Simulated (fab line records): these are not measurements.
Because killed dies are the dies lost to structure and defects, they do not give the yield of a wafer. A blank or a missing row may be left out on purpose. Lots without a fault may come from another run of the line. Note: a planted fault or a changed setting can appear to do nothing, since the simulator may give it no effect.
Matching of chambers -- flow gf180mcu -- 4 sister chambers for GF_STI_CMP_25 on cmp-02
The step polishes, stops on Si3N4, t overpolish 33 s, target thk 524.6 nm. 4 wafers are shown with their chamber, then 8 later ones without.

## WAFERS WITH THEIR CHAMBER
wafer,chamber,motor_current_A (A)
L087.1,3,12.9
L087.3,1,11.6
L087.4,0,12.9
L094.1,2,13.2

## WAFERS WHOSE CHAMBER IS MISSING
wafer,motor_current_A (A)
L094.2,12.3
L094.3,12.5
L096.2,12.2
L096.4,13.0
L096.5,12.2
L097.3,12.9
L097.5,13.0
L097.6,10.9

## CHAMBER TAKEN BY EACH
wafer,from the rows above,in truth
L094.2,can't be placed: 0 or 3 or 1 or 2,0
L094.3,can't be placed: 0 or 3 or 2 or 1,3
L096.2,can't be placed: 1 or 0 or 3 or 2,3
L096.4,can't be placed: 0 or 3 or 2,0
L096.5,can't be placed: 1 or 0 or 3 or 2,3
L097.3,can't be placed: 0 or 3 or 2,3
L097.5,can't be placed: 0 or 3 or 2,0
L097.6,1,1
1 of 8 placed correctly. Cannot be placed on the basis of these rows: 7; the candidates contain the true chamber in 7. Placed wrongly: 0.
How it was worked out, from the rows above alone: a wafer's distance from a chamber is the root of the sum, over the readings, of the square of ((its reading less the chamber's mean) divided by the reading's scatter). The wafer belongs to the nearest chamber; if the next one is less than 2 further off, it can't be placed. A chamber's mean is the mean of its shown wafers. The scatter: root of mean squared gap, hidden wafer to nearest shown wafer, with one shown wafer a chamber.
